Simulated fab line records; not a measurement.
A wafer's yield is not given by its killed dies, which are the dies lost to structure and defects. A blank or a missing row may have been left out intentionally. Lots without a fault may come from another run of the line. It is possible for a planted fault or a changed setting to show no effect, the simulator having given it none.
fab line records + flow sky130
record
- lots=13
- wafers=37
- last-day=50
route steps=708 shown RES_PROTECT@214 POLY_GATE@236 LDD_HVP@285 POLY_CUT@318 PAD_OPEN@708
lots that met no fault: from a run of the same line without faults
start-h: start of the lot's first displayed wafer, in hours after the record's first day + wait-h: hours since the lot's step before + " same as the row above + L1.1+2: a row that stands for several wafers + - value missing, or start not given + * or withheld: withheld + < > ~ a bound
route shown NAME@n: names a module that has steps shown in the file, with the first one's number in the route + usual: mean/standard deviation taken from wafers without a fault + same: alike in all rows + chamber/n: place in a boat + sites: per-site readings + _std_site: the values' standard deviation + _edge_site: the outer-site mean with the inner-site mean subtracted + radius-mm: for every site, how far away it sits from the centre of the wafer + mask NAME#n: copy n + behind: the tool/chamber that last shaped the wafer + hold: reason for holding the lot/hours on hold/outcome of the hold + device: the transistor (n, p or np) that didn't switch + end of line: tests of these same wafers at the route's end + for a step that has no rows: nothing shown but its recipe + killed: the dies lost at the first sort to structure and to defects; this is not the yield of the wafer + map: the dies of a wafer, with x for killed, . for not killed, _ for no die there
set.NAME: setting as actually run; set.NAME@STEP: the setting as run at that earlier step + model.NAME: the simulator's own value behind a step, which no gauge read
route steps across a sampled set of lots; one table per step, one row per wafer
services: when a tool's chamber went out of use (start-h, in hours from the record's first day, below 0 if earlier), for how many hours, and the reason
## steps
# step SKY_RES_PROTECT_STRIP_07
# recipe
- chemistry=O2/N2
- power-w=1400
- pressure-mtorr=1500
- platen-temp-c=withheld
- o2-flow-sccm=3000
- n2-flow-sccm=300
- overash-fraction=0.5
# usual
- drypump-motor-current-A=5.5/0.6
- o2-flow-sccm=2999/10
- oes-product-au=0.518/0.0044
- strip-time-to-endpoint-s=23.31/0.038
# same
- overash-fraction=0.5
| lot.wafer | tool            | chamber | start-h | wait-h | drypump-motor-current-A | o2-flow-sccm | oes-product-au | rf-hours-counter-h | strip-time-to-endpoint-s |
|-----------|-----------------|---------|---------|--------|-------------------------|--------------|----------------|--------------------|--------------------------|
| L356.1    | plasma-asher-01 | 0       | 336.30  | 0.1    | 5.0                     | 2996         | 0.520          | 22                 | 23.28                    |
| L356.4    | "               | 0       | "       | "      | 5.0                     | 3007         | 0.500          | -                  | 23.33                    |
| L356.6    | "               | 1       | "       | "      | 4.8                     | 2998         | 0.522          | -                  | 23.29                    |
| L357.1    | plasma-asher-02 | 1       | 347.14  | 0.1    | 5.7                     | 3018         | 0.509          | 61                 | 23.31                    |
| L357.2    | "               | 0       | "       | "      | 6.5                     | 3006         | 0.518          | 61                 | 23.38                    |
| L357.6    | "               | 0       | "       | "      | 6.5                     | 3001         | 0.515          | -                  | 23.35                    |
| L358.3    | plasma-asher-01 | 1       | 357.04  | 0.1    | 4.8                     | 2995         | 0.522          | -                  | 23.34                    |
| L358.5    | "               | 0       | "       | "      | 5.0                     | 3002         | 0.513          | -                  | 23.37                    |
| L358.6    | "               | 1       | "       | "      | 4.8                     | 2982         | 0.516          | -                  | 23.38                    |
| L359.3    | plasma-asher-01 | 0       | 370.53  | 0.1    | 5.0                     | 2990         | 0.525          | -                  | 23.32                    |
| L359.4    | "               | 1       | "       | "      | 4.8                     | 2998         | 0.521          | -                  | 23.32                    |
| L359.5    | "               | 0       | "       | "      | 5.0                     | 2989         | 0.520          | -                  | 23.30                    |
| L365.4    | plasma-asher-04 | 1       | 421.29  | 0.1    | 6.0                     | 3007         | 0.515          | -                  | 23.32                    |
| L365.5    | "               | 0       | "       | "      | 5.6                     | 2988         | 0.517          | -                  | 23.34                    |
| L366.2    | plasma-asher-01 | 0       | 436.66  | 0.1    | 5.0                     | 2982         | 0.517          | 32                 | 23.34                    |
| L366.3    | "               | 0       | "       | "      | 5.0                     | 2994         | 0.515          | -                  | 23.34                    |
| L366.4    | "               | 1       | "       | "      | 4.8                     | 3003         | 0.521          | -                  | 23.37                    |
| L368.4    | plasma-asher-04 | 0       | 446.80  | 0.2    | 5.7                     | 3011         | 0.519          | -                  | 23.30                    |
| L368.5    | "               | 1       | "       | "      | 6.0                     | 3003         | 0.513          | -                  | 23.29                    |
| L371.2    | plasma-asher-01 | 0       | 466.10  | 0.1    | 5.0                     | 3018         | 0.515          | 35                 | 23.28                    |
| L371.5    | "               | 0       | "       | "      | 5.0                     | 3006         | 0.518          | -                  | 23.32                    |
| L371.6    | "               | 1       | "       | "      | 4.8                     | 2999         | 0.516          | -                  | 23.32                    |
| L375.2    | plasma-asher-01 | 1       | 509.36  | 0.1    | 4.8                     | 2989         | 0.518          | 39                 | 23.31                    |
| L375.5    | "               | 1       | "       | "      | 4.8                     | 2976         | 0.515          | -                  | 23.33                    |
| L375.6    | "               | 0       | "       | "      | 5.0                     | 2984         | 0.516          | -                  | 23.34                    |
| L376.2    | plasma-asher-04 | 1       | 518.30  | 0.1    | 6.0                     | 3002         | 0.515          | 71                 | 23.31                    |
| L376.3    | "               | 0       | "       | "      | 5.6                     | 2995         | 0.517          | -                  | 23.31                    |
| L376.4    | "               | 1       | "       | "      | 6.0                     | 2997         | 0.515          | -                  | 23.28                    |
| L377.4    | plasma-asher-01 | 0       | 519.04  | 0.1    | 5.0                     | 2989         | 0.522          | -                  | 23.29                    |
| L377.5    | "               | 1       | "       | "      | 4.8                     | 2998         | 0.514          | -                  | 23.35                    |
| L377.6    | "               | 0       | "       | "      | 5.0                     | 3005         | 0.502          | -                  | 23.29                    |
| L378.1    | plasma-asher-01 | 1       | 524.85  | 0.1    | 4.8                     | 3009         | 0.522          | 41                 | 23.33                    |
| L378.3    | "               | 0       | "       | "      | 5.0                     | 3001         | 0.512          | -                  | 23.32                    |
| L378.5    | "               | 1       | "       | "      | 4.8                     | 3006         | 0.512          | -                  | 23.30                    |
| L379.1    | plasma-asher-02 | 1       | 540.44  | 0.1    | 5.8                     | 3009         | 0.522          | 10                 | 23.26                    |
| L379.2    | "               | 0       | "       | "      | 6.6                     | 3000         | 0.518          | 10                 | 23.22                    |
| L379.5    | "               | 1       | "       | "      | 5.8                     | 2991         | 0.518          | -                  | 23.25                    |
# step SKY_POLY_GATE_CD_MEAS_22
# usual
- cd-nm=151.6/2.5
| lot.wafer | tool      | chamber | start-h | wait-h | cd-nm |
|-----------|-----------|---------|---------|--------|-------|
| L356.1    | cd-sem-02 | -       | 367.94  | 0.1    | 149.6 |
| L356.4    | "         | -       | "       | "      | 157.5 |
| L356.6    | "         | -       | "       | "      | 146.4 |
| L357.1    | cd-sem-01 | -       | 379.29  | 0.1    | 153.9 |
| L357.2    | "         | -       | "       | "      | 153.6 |
| L357.6    | "         | -       | "       | "      | 152.1 |
| L358.3    | cd-sem-02 | -       | 395.01  | 0.1    | 151.5 |
| L358.5    | "         | -       | "       | "      | 150.9 |
| L358.6    | "         | -       | "       | "      | 148.0 |
| L359.3    | cd-sem-02 | -       | 406.34  | 0.1    | 152.0 |
| L359.4    | "         | -       | "       | "      | 151.9 |
| L359.5    | "         | -       | "       | "      | 152.0 |
| L365.4    | cd-sem-02 | -       | 455.48  | 0.1    | 153.9 |
| L365.5    | "         | -       | "       | "      | 153.1 |
| L366.2    | cd-sem-02 | -       | 471.41  | 0.1    | 147.3 |
| L366.3    | "         | -       | "       | "      | 148.3 |
| L366.4    | "         | -       | "       | "      | 150.2 |
| L368.4    | cd-sem-02 | -       | 481.83  | 0.1    | 150.4 |
| L368.5    | "         | -       | "       | "      | 149.0 |
| L371.2    | cd-sem-01 | -       | 500.36  | 0.1    | 151.7 |
| L371.5    | "         | -       | "       | "      | 151.1 |
| L371.6    | "         | -       | "       | "      | 155.1 |
| L375.2    | cd-sem-01 | -       | 543.30  | 0.2    | 147.6 |
| L375.5    | "         | -       | "       | "      | 149.3 |
| L375.6    | "         | -       | "       | "      | 150.8 |
| L376.2    | cd-sem-01 | -       | 551.34  | 0.1    | 152.3 |
| L376.3    | "         | -       | "       | "      | 150.4 |
| L376.4    | "         | -       | "       | "      | 148.3 |
| L377.4    | cd-sem-01 | -       | 553.42  | 0.1    | 152.8 |
| L377.5    | "         | -       | "       | "      | 153.5 |
| L377.6    | "         | -       | "       | "      | 149.2 |
| L378.1    | cd-sem-01 | -       | 558.98  | 0.1    | 153.5 |
| L378.3    | "         | -       | "       | "      | 150.1 |
| L378.5    | "         | -       | "       | "      | 153.3 |
| L379.1    | cd-sem-02 | -       | 575.14  | 0.1    | 146.1 |
| L379.2    | "         | -       | "       | "      | 149.0 |
| L379.5    | "         | -       | "       | "      | 146.4 |
# step SKY_LDD_HVP_OVL_MEAS_07
# usual
- LDD_HVP_OVL=-1.1/1.6
| lot.wafer | tool       | chamber | start-h | wait-h | LDD_HVP_OVL[nm] |
|-----------|------------|---------|---------|--------|-----------------|
| L356.1    | overlay-02 | -       | 488.14  | 0.1    | -2.0            |
| L356.4    | "          | -       | "       | "      | -0.4            |
| L356.6    | "          | -       | "       | "      | -2.0            |
| L357.1    | overlay-01 | -       | 501.58  | 0.1    | -1.3            |
| L357.2    | "          | -       | "       | "      | 1.0             |
| L357.6    | "          | -       | "       | "      | -0.3            |
| L358.3    | overlay-01 | -       | 517.92  | 0.1    | -2.1            |
| L358.5    | "          | -       | "       | "      | 0.1             |
| L358.6    | "          | -       | "       | "      | -0.2            |
| L359.3    | overlay-02 | -       | 530.41  | 0.1    | -2.8            |
| L359.4    | "          | -       | "       | "      | -2.2            |
| L359.5    | "          | -       | "       | "      | -3.8            |
| L365.4    | overlay-01 | -       | 577.81  | 0.1    | -2.9            |
| L365.5    | "          | -       | "       | "      | -3.1            |
| L366.2    | overlay-02 | -       | 593.93  | 0.1    | 0.4             |
| L366.3    | "          | -       | "       | "      | 0.7             |
| L366.4    | "          | -       | "       | "      | 1.6             |
| L368.4    | overlay-01 | -       | 602.28  | 0.1    | 0.3             |
| L368.5    | "          | -       | "       | "      | -2.6            |
| L371.2    | overlay-01 | -       | 621.62  | 0.1    | -0.7            |
| L371.5    | "          | -       | "       | "      | -2.0            |
| L371.6    | "          | -       | "       | "      | -1.5            |
| L375.2    | overlay-02 | -       | 661.57  | 0.1    | 2.0             |
| L375.5    | "          | -       | "       | "      | 1.2             |
| L375.6    | "          | -       | "       | "      | 1.2             |
| L376.2    | overlay-01 | -       | 669.52  | 0.1    | -2.1            |
| L376.3    | "          | -       | "       | "      | -3.6            |
| L376.4    | "          | -       | "       | "      | -2.7            |
| L377.4    | overlay-02 | -       | 671.03  | 0.1    | -1.4            |
| L377.5    | "          | -       | "       | "      | -1.6            |
| L377.6    | "          | -       | "       | "      | -1.9            |
| L378.1    | overlay-01 | -       | 675.03  | 0.1    | 0.4             |
| L378.3    | "          | -       | "       | "      | 0.4             |
| L378.5    | "          | -       | "       | "      | 1.8             |
| L379.1    | overlay-02 | -       | 692.14  | 0.1    | 0.2             |
| L379.2    | "          | -       | "       | "      | 0.8             |
| L379.5    | "          | -       | "       | "      | -0.8            |
# step SKY_POLY_CUT_ETCH_11
# recipe
- target=Si3N4
- chemistry=CF4/CH2F2/Ar
- stop-on=poly-Si
- source-w=600
- bias-w=150
- pressure-mtorr=40
- cf4-flow-sccm=40
- ch2f2-flow-sccm=20
- Ar_flow_sccm=150
- time-s=42.5
- target-depth-a=600
# usual
- ch2f2-flow-sccm=20.00/0.055
- drypump-motor-current-A=5.7/0.57
- oes-product-au=0.829/0.007
- run-length-s=70.8/0.48
- throttle-valve-pct=14.993/0.0087
| lot.wafer | tool        | chamber | start-h | wait-h | ch2f2-flow-sccm | drypump-motor-current-A | oes-product-au | rf-hours-counter-h | run-length-s | throttle-valve-pct |
|-----------|-------------|---------|---------|--------|-----------------|-------------------------|----------------|--------------------|--------------|--------------------|
| L356.1    | rie-diel-04 | 2       | 553.70  | 0.0    | 19.99           | 6.6                     | 0.845          | 2                  | 70.5         | 14.989             |
| L356.4    | "           | 0       | "       | "      | 20.05           | 4.8                     | 0.841          | 10                 | 70.1         | 14.988             |
| L356.6    | "           | 1       | "       | "      | 19.94           | 5.6                     | 0.838          | -                  | 70.7         | 14.990             |
| L357.1    | rie-diel-04 | 1       | 564.93  | 0.0    | 20.07           | 5.6                     | 0.823          | 4                  | 70.8         | 14.994             |
| L357.2    | "           | 3       | "       | "      | 20.07           | 5.9                     | 0.819          | 1                  | 70.9         | 14.992             |
| L357.6    | "           | 1       | "       | "      | 19.96           | 5.6                     | 0.819          | -                  | 70.7         | 15.009             |
| L358.3    | rie-diel-02 | 0       | 580.34  | 0.0    | 20.08           | 5.8                     | 0.823          | 3                  | 71.1         | 14.988             |
| L358.5    | "           | 1       | "       | "      | 19.91           | 5.4                     | 0.825          | -                  | 71.5         | 15.013             |
| L358.6    | "           | 0       | "       | "      | 19.95           | 5.8                     | 0.822          | -                  | 71.5         | 14.998             |
| L359.3    | rie-diel-01 | 2       | 592.65  | 0.0    | 19.99           | 6.4                     | 0.829          | 15                 | 71.3         | 14.998             |
| L359.4    | "           | 3       | "       | "      | 20.06           | 5.5                     | 0.831          | -                  | 70.6         | 14.987             |
| L359.5    | "           | 2       | "       | "      | 20.12           | 6.4                     | 0.821          | -                  | 72.1         | 15.000             |
| L365.4    | rie-diel-04 | 3       | 638.13  | 0.0    | 20.02           | 5.9                     | 0.824          | 2                  | 71.0         | 15.004             |
| L365.5    | "           | 3       | "       | "      | 19.99           | 5.8                     | 0.865          | -                  | 69.4         | 14.999             |
| L366.2    | rie-diel-04 | 1       | 653.25  | 0.0    | 19.98           | 5.6                     | 0.851          | 6                  | 68.3         | 14.984             |
| L366.3    | "           | 0       | "       | "      | 19.99           | 4.8                     | 0.819          | 11                 | 70.4         | 14.997             |
| L366.4    | "           | 2       | "       | "      | 19.96           | 6.6                     | 0.823          | 3                  | 70.3         | 15.001             |
| L368.4    | rie-diel-04 | 3       | 663.28  | 0.0    | 20.09           | 5.9                     | 0.827          | 3                  | 71.5         | 14.974             |
| L368.5    | "           | 1       | "       | "      | 20.04           | 5.6                     | 0.865          | -                  | 68.8         | 15.013             |
| L371.2    | rie-diel-02 | 3       | 682.89  | 0.0    | 19.99           | 5.1                     | 0.837          | 14                 | 71.7         | 14.996             |
| L371.5    | "           | 3       | "       | "      | 20.00           | 5.1                     | 0.827          | -                  | 71.0         | 14.996             |
| L371.6    | "           | 1       | "       | "      | 20.04           | 5.4                     | 0.836          | -                  | 71.4         | 14.981             |
| L375.2    | rie-diel-01 | 1       | 721.95  | 0.0    | 20.00           | 6.2                     | 0.821          | 20                 | 70.5         | 14.981             |
| L375.5    | "           | 3       | "       | "      | 20.05           | 5.5                     | 0.833          | -                  | 71.2         | 14.991             |
| L375.6    | "           | 0       | "       | "      | 19.99           | 5.4                     | 0.832          | -                  | 71.1         | 14.986             |
| L376.2    | rie-diel-04 | 1       | 727.83  | 0.0    | 19.94           | 5.6                     | 0.831          | 7                  | 70.7         | 14.997             |
| L376.3    | "           | 0       | "       | "      | 20.00           | 4.8                     | 0.817          | 13                 | 70.5         | 14.987             |
| L376.4    | "           | 2       | "       | "      | 20.08           | 6.6                     | 0.820          | 5                  | 70.1         | 14.990             |
| L377.4    | rie-diel-04 | 1       | 730.14  | 0.0    | 19.94           | 5.6                     | 0.839          | 8                  | 70.4         | 14.992             |
| L377.5    | "           | 2       | "       | "      | 19.98           | 6.6                     | 0.833          | -                  | 70.1         | 14.993             |
| L377.6    | "           | 3       | "       | "      | 19.97           | 5.9                     | 0.835          | -                  | 70.9         | 14.993             |
| L378.1    | rie-diel-01 | 1       | 735.48  | 0.0    | 19.98           | 6.1                     | 0.832          | 21                 | 70.5         | 14.993             |
| L378.3    | "           | 2       | "       | "      | 20.00           | 6.4                     | 0.825          | 18                 | 71.4         | 15.001             |
| L378.5    | "           | 2       | "       | "      | 20.06           | 6.4                     | 0.827          | -                  | 71.7         | 14.981             |
| L379.1    | rie-diel-04 | 3       | 749.74  | 0.0    | 19.97           | 5.9                     | 0.834          | 4                  | 70.9         | 14.999             |
| L379.2    | "           | 1       | "       | "      | 20.06           | 5.6                     | 0.839          | 8                  | 70.5         | 14.995             |
| L379.5    | "           | 3       | "       | "      | 19.98           | 5.8                     | 0.829          | -                  | 70.7         | 14.986             |
# step SKY_PAD_OPEN_PROBE_99
# usual
- killed_at_M0_to_M3=43/7.7
- killed_at_M4_up=3.1/1.7
- killed-at-contacts=23/4.8
- killed-at-front-end=15/4.5
- killed-at-other=0.3/0.58
- killed-dies=85/10
- killed-open=46/7.5
- killed-short=38/6.5
# same
- gross-dies=492
- killed-at-back-side=0
| lot.wafer | tool      | chamber | start-h | wait-h | killed_at_M0_to_M3 | killed_at_M4_up | killed-at-contacts | killed-at-front-end | killed-at-other | killed-dies | killed-open | killed-short |
|-----------|-----------|---------|---------|--------|--------------------|-----------------|--------------------|---------------------|-----------------|-------------|-------------|--------------|
| L359.3    | prober-01 | -       | 1106.07 | 0.2    | 44                 | 2               | 30                 | 8                   | 0               | 84          | 48          | 36           |
| L359.4    | prober-01 | -       | 1106.12 | 0.2    | 38                 | 4               | 25                 | 16                  | 0               | 83          | 47          | 36           |
| L359.5    | prober-01 | -       | 1106.17 | 0.2    | 46                 | 3               | 23                 | 16                  | 0               | 88          | 48          | 39           |
| L365.4    | prober-02 | -       | 1129.65 | 0.2    | 44                 | 4               | 25                 | 11                  | 0               | 84          | 47          | 37           |
| L365.5    | prober-02 | -       | 1129.70 | 0.2    | 54                 | 1               | 26                 | 14                  | 1               | 96          | 62          | 34           |
| L366.2    | prober-01 | -       | 1140.53 | 0.1    | 38                 | 1               | 27                 | 14                  | 0               | 80          | 42          | 38           |
| L366.3    | prober-01 | -       | 1140.58 | 0.2    | 28                 | 3               | 18                 | 13                  | 0               | 62          | 31          | 31           |
| L366.4    | prober-01 | -       | 1140.63 | 0.2    | 41                 | 5               | 28                 | 13                  | 0               | 87          | 41          | 46           |
| L368.4    | prober-02 | -       | 1152.57 | 0.2    | 41                 | 2               | 30                 | 13                  | 0               | 86          | 47          | 39           |
| L368.5    | prober-02 | -       | 1152.62 | 0.2    | 44                 | 2               | 30                 | 17                  | 0               | 93          | 50          | 43           |
# killed by level:class
L359.3 VIA1:geometric-particle:open=10 CONTACT:geometric-particle:open=8 LI_CONTACT:geometric-particle:open=8 CONTACT:geometric-particle:short=8 VIA2:geometric-particle:open=6 VIA3:geometric-particle:open=6 VIA1:geometric-particle:short=5 METAL2:geometric-particle:short=5
L359.4 VIA1:geometric-particle:open=11 LI_CONTACT:geometric-particle:open=9 CONTACT:geometric-particle:open=6 VIA2:geometric-particle:open=6 FIELD_ISO:geometric-particle:short=5 VIA3:geometric-particle:short=5 CONTACT:geometric-particle:short=5 METAL3:geometric-particle:short=5
L359.5 CONTACT:geometric-particle:open=13 VIA2:geometric-particle:open=9 VIA2:geometric-particle:short=6 FIELD_ISO:geometric-particle:short=5 VIA1:geometric-particle:open=5 METAL2:geometric-particle:short=5 FIELD_ISO:geometric-particle:open=4 LI_CONTACT:geometric-particle:open=4
L365.4 CONTACT:geometric-particle:open=12 METAL2:geometric-particle:short=8 VIA1:geometric-particle:open=7 LI_CONTACT:geometric-particle:open=6 METAL1:geometric-particle:short=6 VIA1:geometric-particle:short=6 VIA3:geometric-particle:open=5 POLY_GATE:geometric-particle:open=4
L365.5 VIA1:geometric-particle:open=12 CONTACT:geometric-particle:open=11 VIA2:geometric-particle:open=10 LI_CONTACT:geometric-particle:open=9 VIA2:geometric-particle:short=6 POLY_GATE:geometric-particle:open=4 VIA3:geometric-particle:open=4 METAL1:geometric-particle:short=4
L366.2 CONTACT:geometric-particle:open=11 LI_CONTACT:geometric-particle:open=9 METAL1:geometric-particle:short=6 POLY_GATE:geometric-particle:open=5 VIA1:geometric-particle:open=5 VIA2:geometric-particle:open=5 POLY_GATE:geometric-particle:short=4 VIA1:geometric-particle:short=4
L366.3 VIA1:geometric-particle:open=7 CONTACT:geometric-particle:open=6 CONTACT:geometric-particle:short=6 POLY_GATE:geometric-particle:open=5 VIA3:geometric-particle:open=5 POLY_GATE:geometric-particle:short=4 METAL2:geometric-particle:short=4 LI_CONTACT:geometric-particle:short=3
L366.4 CONTACT:geometric-particle:open=9 VIA2:geometric-particle:short=7 LI_CONTACT:geometric-particle:open=7 VIA3:geometric-particle:open=7 LOCAL_INTERCONNECT:geometric-particle:short=6 VIA1:geometric-particle:short=6 VIA1:geometric-particle:open=6 FIELD_ISO:geometric-particle:open=4
L368.4 CONTACT:geometric-particle:open=14 VIA1:geometric-particle:open=11 VIA3:geometric-particle:open=7 POLY_GATE:geometric-particle:short=6 LOCAL_INTERCONNECT:geometric-particle:short=6 VIA1:geometric-particle:short=6 LI_CONTACT:geometric-particle:open=4 METAL1:geometric-particle:short=4
L368.5 LI_CONTACT:geometric-particle:open=11 VIA3:geometric-particle:open=10 CONTACT:geometric-particle:open=7 CONTACT:geometric-particle:short=7 VIA1:geometric-particle:open=7 METAL1:geometric-particle:short=6 VIA2:geometric-particle:short=6 VIA2:geometric-particle:open=5
## services
| tool            | chamber | start-h | hours | kind   |
|-----------------|---------|---------|-------|--------|
| plasma-asher-04 | -       | 325.94  | 1.6   | repair |
| rie-diel-04     | 2       | 328.59  | 4.2   | repair |
| plasma-asher-01 | -       | 355.95  | 0.8   | repair |
| rie-diel-04     | 3       | 437.73  | 10.7  | repair |
| plasma-asher-01 | -       | 442.52  | 1.5   | repair |
| rie-diel-01     | 3       | 444.59  | 5.6   | repair |
| rie-diel-01     | 0       | 456.03  | 8.7   | repair |
| rie-diel-01     | -       | 456.57  | 14.6  | pm     |
| rie-diel-01     | 0       | 471.46  | 3.8   | repair |
| rie-diel-04     | 0       | 504.94  | 13.4  | repair |
| plasma-asher-04 | -       | 510.76  | 3.4   | repair |
| rie-diel-04     | 1       | 517.89  | 14.9  | repair |
| rie-diel-04     | 2       | 535.50  | 3.8   | repair |
| rie-diel-01     | 3       | 556.83  | 1.4   | repair |
| rie-diel-01     | 3       | 567.69  | 21.2  | repair |
| rie-diel-04     | -       | 573.06  | 0.4   | repair |
| rie-diel-01     | 0       | 585.98  | 5.8   | repair |
| rie-diel-01     | 1       | 586.90  | 9.4   | repair |
| rie-diel-01     | -       | 617.45  | 2.8   | pm     |
| rie-diel-04     | 1       | 668.75  | 7.0   | repair |
| plasma-asher-01 | -       | 676.49  | 2.8   | pm     |
| plasma-asher-01 | -       | 690.03  | 4.9   | repair |
| rie-diel-01     | -       | 704.60  | 0.2   | repair |
| plasma-asher-01 | -       | 708.49  | 2.0   | repair |
## key
first-sign
- step=SKY_POLY_CUT_ETCH_11
- reading=oes-product-au
- direction=up
- sigmas=4.5
- usual=0.829
- struck=0.860
effect
- step=SKY_POLY_CUT_ETCH_11
- reading=run-length-s
- direction=down
- sigmas=4.1
- usual=*
- struck=*
met-at SKY_POLY_CUT_ETCH_11
struck-lots L365,L366,L368
struck-wafers L365.5,L366.2,L368.5
tester-left-out L365,L366,L368
not-acting-at SKY_RES_PROTECT_STRIP_07,SKY_POLY_GATE_CD_MEAS_22,SKY_LDD_HVP_OVL_MEAS_07
onset-between 564.93 638.13
fault
- kind=process-parameter-drift
- tool=rie-diel-04
- chamber=-
- onset-h=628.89
- steps=SKY_POLY_CUT_ETCH_11
- channel=time-s
- offset=*
- shape=step
- end-h=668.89
- scope=struck-wafers-only
- acts-in=*
- stated=*
# tester-left-out: of these lots the tester's yield and bins aren't shown, on N5 and GAA mostly nor the transistor test; their killed dies are dies lost to structure and defects alone, not to doping, threshold or leakage, so they don't give the yield
